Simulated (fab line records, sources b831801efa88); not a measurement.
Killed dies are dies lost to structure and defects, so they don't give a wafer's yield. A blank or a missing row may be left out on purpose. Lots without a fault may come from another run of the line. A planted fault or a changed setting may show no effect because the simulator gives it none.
A struck lot beside a sound one | flow gf180mcu | 13 steps out of a route of 602
Sound: wafers L225.2, L225.3, L225.6. Struck: wafers L235.1, L235.2, L235.3. The cause comes at the end.
At each step with rows: each side's tool, then ch and its chambers, then its first start. Under that, the readings that differ: sound wafers | struck wafers | difference of the means | sigmas: that difference in standard deviations of wafers without a fault.
alike: readings whose means differ by less than 2 such deviations, and words and numbers that are the same on both sides. not compared: withheld readings, readings that some wafer has no value for, bounds like >300 that may hide the same value, and numbers for which the record gives no deviation and whose values overlap.
The two part at a step that has a row with sigmas, a row that says differs or no value, or rows on one side only. Numbers that don't overlap but have no deviation are shown without sigmas and don't part them. A reading that every wafer of one side lacks parts them only if that side has two wafers or more.

first, 5 steps without rows for these wafers: GF_STI_WET_ETCH_17 (etches Si3N4 in H3PO4, target depth 45 nm, time 514 s); GF_STI_CLEAN_18 (cleans in SC1/SC2, time 150 s); GF_STI_CLEAN_19 (cleans in dHF, time 20 s); GF_STI_WET_ETCH_20 (etches SiO2 in dHF, target depth 20 nm, time 400 s); GF_STI_OXIDATION_21 (stabilise 600 s, purge 300 s, target thk 15 nm).
GF_STI_THK_MEAS_22:
  sound on film_metro-02, day 2 14:38; struck on film_metro-03, day 4 21:19
  alike: STI_OXIDATION_01_THK
then, 1 step without rows for these wafers: GF_STI_CVD_23 (deposits SiO2, target thk 650 nm, time 108.3 s).
GF_STI_THK_MEAS_24:
  sound on film_metro-02, day 2 14:46; struck on film_metro-03, day 4 21:27
  alike: STI_CVD_23_THK
GF_STI_CMP_25: polishes, stops on Si3N4, t overpolish 33 s, target thk 524.6 nm.
  sound on cmp-02 ch 1,2,3, day 2 14:58; struck on cmp-02 ch 0,1,3, day 4 21:31
  alike: motor_current_A, overpolish_run_s, time_to_endpoint_s
then, 3 steps without rows for these wafers: GF_STI_WET_ETCH_26 (etches SiO2 in dHF, target depth 94 nm, time 188 s); GF_STI_WET_ETCH_27 (etches Si3N4 in H3PO4, target depth 160 nm, time 1825 s); GF_STI_WET_ETCH_28 (etches SiO2 in dHF, target depth 20 nm, time 40 s).
GF_STI_OXIDATION_29: stabilise 600 s, purge 300 s, target thk 10 nm.
  sound on furnace-02 ch 0, day 2 15:58; struck on furnace-02, day 5 03:55
  no value came back on the struck wafers for ox_temp_c (C), ox_temp_c_max, purge_s (s); on the sound wafers ox_temp_c (C) reads 899.8 900.1 900.2

WHERE THEY PART
Only at GF_STI_OXIDATION_29, within this record.

WHY: what the simulator had put in
Skipped step whole: furnace-02, from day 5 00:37 on, at GF_STI_OXIDATION_29. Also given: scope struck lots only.
